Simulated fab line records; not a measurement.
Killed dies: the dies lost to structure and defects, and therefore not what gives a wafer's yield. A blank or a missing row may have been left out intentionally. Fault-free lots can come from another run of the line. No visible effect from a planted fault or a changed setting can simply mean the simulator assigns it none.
fab line records | flow gf180mcu | part 2 of 2: steps 35 to 47 of 47
[record] lots = 5 wafers = 15 lastDay = 34
route steps=602 shown MVPSD@82 VT_IMPLANT@90
lots that met no fault: from a run of the same line without faults
startH: hours from the record's opening day to when the first of the lot's shown wafers began | waitH: how many hours have passed since the lot's step before this one | " repeats the value in the row above | L1.1+2: several wafers, shown together as one row | - no value, or no start was given | * or withheld: withheld | < > ~ a bound
route shown NAME@n: a module of which the file shows steps, and the number in the route of the first | usual: average and standard deviation across the fault-free wafers | same: alike in all rows | chamber/n: place in a boat | sites: each site's reading | _std_site: the standard deviation of these | _edge_site: the outer-site mean with the inner-site mean subtracted | radiusMm: how far each site lies from the wafer's centre | mask NAME#n: copy n | behind: the last tool/chamber to shape the wafer | hold: reason for holding the lot/hours on hold/outcome of the hold | device: transistor that didn't switch, given as n, p or np | end of line: tests of these same wafers at the route's end | a step without rows: its recipe alone | killed: the dies lost at the first sort to structure and to defects; this is not the yield of the wafer | map: shows each die of a wafer: x if killed, . if not, _ if none is there
set.NAME: the setting the step ran with; set.NAME@STEP: the setting that earlier step ran with | model.NAME: the simulator's own value behind a step, which no gauge read
a table for each step, a row for each wafer; lots at some steps of the route
services: the hour from which a tool's chamber was out of use, counted from the record's first day as startH (under 0 if before that day), plus the number of hours and why
[[steps]]
[step GF_VT_IMPLANT_EXPOSE_26]
[recipe] maskId = LVPWELL_HV_AREA targetCdNm = 860 na = 0.6 sourceShape = conventional sigmaOuter = 0.6 doseMj = 140
[same] sigmaOuter = 0.6
// columns lot.wafer tool chamber startH waitH mask
L079.2+3+6 ilineStepper-02 0 - - LVPWELL_HV_AREA#0
L082.1+2+6 ilineStepper-02 0 - - LVPWELL_HV_AREA#0
L085.3+4+5 ilineStepper-01 0 - - LVPWELL_HV_AREA#0
L092.1+2+3 ilineStepper-02 0 - - LVPWELL_HV_AREA#0
L096.1+3+4 ilineStepper-01 0 - - LVPWELL_HV_AREA#0
[step GF_VT_IMPLANT_PEB_27]
[recipe] tempC = withheld timeS = * resist = NOVOLAK
// columns lot.wafer tool chamber startH waitH
L079.2+3+6 lithoTrack-02 0 - -
L082.1+2+6 lithoTrack-02 0 - -
L085.3+4+5 lithoTrack-03 0 - -
L092.1+2+3 lithoTrack-02 0 - -
L096.1+3+4 lithoTrack-01 0 - -
[step GF_VT_IMPLANT_DEVELOP_28]
[recipe] developTimeS = 60 devTempC = 23
// columns lot.wafer tool chamber startH waitH
L079.2+3+6 lithoTrack-02 0 187.50 0.1
L082.1+2+6 lithoTrack-02 0 199.48 0.1
L085.3+4+5 lithoTrack-03 0 219.28 0.1
L092.1+2+3 lithoTrack-02 0 260.53 0.1
L096.1+3+4 lithoTrack-01 0 283.83 0.1
[step GF_VT_IMPLANT_OVL_MEAS_29]
[usual] VT_IMPLANT_02_OVL = 1.1/1.7
// columns lot.wafer tool chamber startH waitH VT_IMPLANT_02_OVL[nm]
L079.2 overlay-02 - 187.63 0.1 1.9
L079.3 " - " " 1.5
L079.6 " - " " 2.6
L082.1 overlay-02 - 199.63 0.1 0.2
L082.2 " - " " 1.9
L082.6 " - " " 1.7
L085.3 overlay-01 - 219.39 0.1 0.0
L085.4 " - " " -0.7
L085.5 " - " " -1.6
L092.1 overlay-01 - 260.68 0.1 3.8
L092.2 " - " " 3.6
L092.3 " - " " 3.8
L096.1 overlay-01 - 283.98 0.1 0.8
L096.3 " - " " 2.6
L096.4 " - " " 1.4
[step GF_VT_IMPLANT_IMPLANT_30]
[recipe] species = B energyKev = 25 doseCm2 = 2.534e+12 tiltDeg = 7
[usual] endStationPressureTorr = 5e-06/2.5e-07
// columns lot.wafer tool chamber startH waitH endStationPressureTorr
L079.2 implanter-01 0 187.69 0.0 5.01e-06
L079.3 " 0 " " 4.69e-06
L079.6 " 0 " " 5.09e-06
L082.1 implanter-04 0 199.66 0.0 5.28e-06
L082.2 " 0 " " 4.8e-06
L082.6 " 0 " " 5.08e-06
L085.3 implanter-03 0 219.47 0.1 5.11e-06
L085.4 " 0 " " 5.5e-06
L085.5 " 0 " " 5.42e-06
L092.1 implanter-01 0 260.71 0.0 4.77e-06
L092.2 " 0 " " 4.91e-06
L092.3 " 0 " " 4.98e-06
L096.1 implanter-04 0 284.01 0.0 5.14e-06
L096.3 " 0 " " 5.16e-06
L096.4 " 0 " " 4.72e-06
[step GF_VT_IMPLANT_STRIP_31]
[recipe] chemistry = O2/N2 powerW = 1400 pressureMtorr = 1500 platenTempC = 250 o2FlowSccm = 3000 n2FlowSccm = 300 overashFraction = 0.5
[usual] drypumpMotorCurrentA = 6.0/0.47 heaterPowerW = 344/28 oesProductAu = 0.716/0.0049 stripTimeToEndpointS = 12.62/0.032
// columns lot.wafer tool chamber startH waitH drypumpMotorCurrentA heaterPowerW oesProductAu rfHoursCounterH stripTimeToEndpointS
L079.2 plasmaAsher-03 1 187.81 0.1 6.5 341 0.717 39 12.62
L079.3 " 1 " " 6.6 348 0.717 - 12.65
L079.6 " 0 " " 6.7 319 0.713 - 12.67
L082.1 plasmaAsher-04 0 199.81 0.1 5.3 331 0.715 56 12.59
L082.2 " 1 " " 6.5 397 0.721 56 12.68
L082.6 " 1 " " 6.5 398 0.710 - 12.62
L085.3 plasmaAsher-02 0 219.60 0.1 5.6 373 0.718 - 12.61
L085.4 " 1 " " 5.8 325 0.709 - 12.64
L085.5 " 0 " " 5.6 356 0.721 - 12.65
L092.1 plasmaAsher-02 0 260.86 0.1 5.6 375 0.722 14 12.63
L092.2 " 1 " " 5.7 315 0.721 14 12.60
L092.3 " 1 " " 5.8 321 0.714 - 12.62
L096.1 plasmaAsher-02 1 284.16 0.1 5.8 328 0.710 16 12.61
L096.3 " 0 " " 5.6 383 0.712 - 12.63
L096.4 " 1 " " 5.8 317 0.715 - 12.63
[step GF_VT_IMPLANT_TW_MEAS_32]
[usual] VT_IMPLANT_3_TW = 270/3.2
// columns lot.wafer tool chamber startH waitH VT_IMPLANT_3_TW
L079.2 filmMetro-01 - 187.92 0.1 262
L079.3 " - " " 263
L079.6 " - " " 266
L082.1 filmMetro-02 - 199.91 0.1 270
L082.2 " - " " 271
L082.6 " - " " 271
L085.3 filmMetro-02 - 219.69 0.1 271
L085.4 " - " " 271
L085.5 " - " " 270
L092.1 filmMetro-01 - 260.96 0.1 264
L092.2 " - " " 265
L092.3 " - " " 265
L096.1 filmMetro-02 - 284.26 0.1 271
L096.3 " - " " 271
L096.4 " - " " 272
[step GF_VT_IMPLANT_DEHYDRATE_33]
[recipe] tempC = 200 timeS = 60
// columns lot.wafer tool chamber startH waitH
L079.2+3+6 lithoTrack-03 0 195.96 8.0
L082.1+2+6 lithoTrack-01 0 208.43 8.5
L085.3+4+5 lithoTrack-02 0 228.08 8.4
L092.1+2+3 lithoTrack-02 0 269.82 8.9
L096.1+3+4 lithoTrack-01 0 293.73 9.5
[step GF_VT_IMPLANT_HMDS_34]
[recipe] primeTimeS = 60 primeTempC = 120
// columns lot.wafer tool chamber startH waitH
L079.2+3+6 lithoTrack-03 0 196.11 0.1
L082.1+2+6 lithoTrack-01 0 208.58 0.1
L085.3+4+5 lithoTrack-02 0 228.23 0.1
L092.1+2+3 lithoTrack-02 0 269.97 0.1
L096.1+3+4 lithoTrack-01 0 293.88 0.1
[step GF_VT_IMPLANT_COAT_35]
[recipe] resist = NOVOLAK spinRpm = 3000 resistThkNm = 1000
// columns lot.wafer tool chamber startH waitH
L079.2+3+6 lithoTrack-03 0 196.26 0.1
L082.1+2+6 lithoTrack-01 0 208.73 0.1
L085.3+4+5 lithoTrack-02 0 228.38 0.1
L092.1+2+3 lithoTrack-02 0 270.12 0.1
L096.1+3+4 lithoTrack-01 0 294.03 0.1
[step GF_VT_IMPLANT_SOFTBAKE_36]
[recipe] tempC = 90 timeS = 60 resist = NOVOLAK
// columns lot.wafer tool chamber startH waitH
L079.2+3+6 lithoTrack-03 0 196.41 0.1
L082.1+2+6 lithoTrack-01 0 208.88 0.1
L085.3+4+5 lithoTrack-02 0 228.53 0.1
L092.1+2+3 lithoTrack-02 0 270.27 0.1
L096.1+3+4 lithoTrack-01 0 294.18 0.1
[step GF_VT_IMPLANT_EXPOSE_37]
[recipe] maskId = Nwell_HV_AREA targetCdNm = 860 na = 0.6 sourceShape = conventional sigmaOuter = 0.6 doseMj = 140
[same] sigmaOuter = 0.6
// columns lot.wafer tool chamber startH waitH mask
L079.2+3+6 ilineStepper-01 0 - - Nwell_HV_AREA#0
L082.1+2+6 ilineStepper-01 0 - - Nwell_HV_AREA#0
L085.3+4+5 ilineStepper-02 0 - - Nwell_HV_AREA#0
L092.1+2+3 ilineStepper-01 0 - - Nwell_HV_AREA#0
L096.1+3+4 ilineStepper-01 0 - - Nwell_HV_AREA#0
[step GF_VT_IMPLANT_PEB_38]
[recipe] tempC = withheld timeS = * resist = NOVOLAK
// columns lot.wafer tool chamber startH waitH
L079.2+3+6 lithoTrack-01 0 - -
L082.1+2+6 lithoTrack-02 0 - -
L085.3+4+5 lithoTrack-03 0 - -
L092.1+2+3 lithoTrack-02 0 - -
L096.1+3+4 lithoTrack-03 0 - -
[[services]]
// columns tool chamber startH hours kind
plasmaAsher-02 - 108.83 9.0 pm
implanter-03 - 128.76 5.1 pm
implanter-02 - 130.57 3.1 repair
implanter-02 - 139.36 3.7 repair
plasmaAsher-04 - 140.80 2.8 pm
implanter-03 - 146.92 4.6 repair
implanter-01 - 148.21 1.9 repair
plasmaAsher-01 - 157.96 0.5 repair
plasmaAsher-01 - 183.49 2.8 pm
implanter-01 - 198.31 3.1 repair
implanter-02 - 225.51 67.0 repair
ilineStepper-02 - 236.48 3.7 repair
implanter-02 - 236.65 0.7 repair
implanter-03 - 248.75 3.6 pm
ilineStepper-01 - 253.72 0.8 pm
ilineStepper-02 - 254.68 1.7 pm
implanter-01 - 256.88 2.7 repair
implanter-01 - 257.73 1.9 repair
ilineStepper-02 - 260.50 28.9 pm
implanter-01 - 273.37 4.9 pm
plasmaAsher-02 - 277.50 2.7 repair
ilineStepper-02 - 290.21 0.9 repair
ilineStepper-01 - 292.37 1.7 pm
implanter-02 - 292.56 4.2 pm
